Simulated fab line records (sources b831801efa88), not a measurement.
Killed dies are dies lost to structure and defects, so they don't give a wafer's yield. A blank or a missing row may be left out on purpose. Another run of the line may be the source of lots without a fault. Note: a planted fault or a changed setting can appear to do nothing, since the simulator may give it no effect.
Split-lot experiment + flow sky130 + on a route of 708 steps: 5 lots, 23 wafers read

## ABOUT THE SPLIT
At SKY_LI_CONTACT_HDPCVD_00 (deposits PSG, target thk 930 nm, time 155 s), the setting time-s was moved away from the recipe's 155 s on 8 of the 23 wafers read, by +6.3% to +14.5%. All remaining wafers had this setting at the recipe value.

No step appears in the file between the split and the reading.

## THE READING
LI_CONTACT_HDPCVD_THK at SKY_LI_CONTACT_THK_MEAS_01, in nm. A value of 937 nm with a standard deviation of 7.6 nm is what fault-free wafers of this fab line usually give.

| wafer  | tool, chamber at the split | time-s as run, s | against the recipe | LI_CONTACT_HDPCVD_THK, nm | against lot-mates on the recipe |
|--------|----------------------------|------------------|--------------------|---------------------------|---------------------------------|
| L074.1 | hdpcvd-02, 0               | 155              | recipe             | 928                       | -                               |
| L074.3 | hdpcvd-02, 2               | 175.3            | +13.1%             | 1045                      | +116                            |
| L074.4 | hdpcvd-02, 0               | 175.3            | +13.1%             | 1048                      | +119                            |
| L074.5 | hdpcvd-02, 1               | 155              | recipe             | 930                       | -                               |
| L074.6 | hdpcvd-02, 2               | 155              | recipe             | 929                       | -                               |
| L079.1 | hdpcvd-01, 0               | 155              | recipe             | 934                       | -                               |
| L079.3 | hdpcvd-01, 1               | 155              | recipe             | 938                       | -                               |
| L079.4 | hdpcvd-01, 1               | 155              | recipe             | 934                       | -                               |
| L079.5 | hdpcvd-01, 0               | 155              | recipe             | 932                       | -                               |
| L079.6 | hdpcvd-01, 2               | 155              | recipe             | 935                       | -                               |
| L081.2 | hdpcvd-01, 1               | 155              | recipe             | 934                       | -                               |
| L081.3 | hdpcvd-01, 0               | 155              | recipe             | 937                       | -                               |
| L081.4 | hdpcvd-01, 0               | 177.4            | +14.5%             | 1058                      | +122                            |
| L081.5 | hdpcvd-01, 1               | 177.4            | +14.5%             | 1069                      | +134                            |
| L081.6 | hdpcvd-01, 2               | 177.4            | +14.5%             | 1080                      | +144                            |
| L084.1 | hdpcvd-01, 1               | 164.8            | +6.3%              | 996                       | +58                             |
| L084.2 | hdpcvd-01, 2               | 164.8            | +6.3%              | 987                       | +48                             |
| L084.4 | hdpcvd-01, 1               | 155              | recipe             | 941                       | -                               |
| L084.5 | hdpcvd-01, 2               | 164.8            | +6.3%              | 991                       | +52                             |
| L084.6 | hdpcvd-01, 0               | 155              | recipe             | 936                       | -                               |
| L085.2 | hdpcvd-01, 2               | 155              | recipe             | 935                       | -                               |
| L085.3 | hdpcvd-01, 0               | 155              | recipe             | 936                       | -                               |
| L085.6 | hdpcvd-01, 1               | 155              | recipe             | 945                       | -                               |

FIT RESULTS
A straight line over all 23 wafers: LI_CONTACT_HDPCVD_THK changes by +9.01 nm for each +1% of time-s; r = +0.99; the points scatter about the line by 5.7 nm.
The same after taking each lot's own level away (the mean of its wafers on the recipe; 23 wafers): +9.1 nm for each +1%; r = +1.00; scatter 4.7 nm.
That fit puts the effect of the largest move of time-s on the reading at 1.3e+02 nm.
From 929.0 to 938.7 nm: that is the span of the lots' own levels, equal to 1.3 times the standard deviation above.
So the lot-to-lot level changes the slope little: the two slopes agree.
Check: with one of the wafers moved furthest among these (+14.5%) left out of the fit, the line predicts +133 nm for it against its lot-mates. Against them it came out at +122 nm.

## ADDITIONAL SPLITS CARRIED BY THESE WAFERS
These wafers also went through other splits before the reading. Each is held against what the fit with the lots' levels taken away leaves over:
| other split on the same wafers | wafers away from the commonest value | r with LI_CONTACT_HDPCVD_THK (lot level and that fit taken away) |
|--------------------------------|--------------------------------------|------------------------------------------------------------------|
| SKY_SD_P_IMPLANT_09 energy-kev | 6                                    | +0.06                                                            |
| SKY_SD_N_IMPLANT_10 energy-kev | 5                                    | -0.06                                                            |

## THE WHOLE CHAIN: every reading that the file lists as answering this split, in the file's order
| step                       | what it does                                | reading                                                                             | change (the file's fit)              | r (the file's) |
|----------------------------|---------------------------------------------|-------------------------------------------------------------------------------------|--------------------------------------|----------------|
| SKY_LI_CONTACT_HDPCVD_00   | deposits PSG, target thk 930 nm, time 155 s | PSG_of_LI_CONTACT_HDPCVD_00.thk-nm (the simulator's own value, which no gauge read) | +9.07 nm for each +1% of the setting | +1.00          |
| SKY_LI_CONTACT_THK_MEAS_01 |                                             | LI_CONTACT_HDPCVD_THK                                                               | +9.06 for each +1% of the setting    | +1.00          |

## FILE'S OWN FIT
LI_CONTACT_HDPCVD_THK changes by +9.06 nm for each +1% of time-s, r = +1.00.
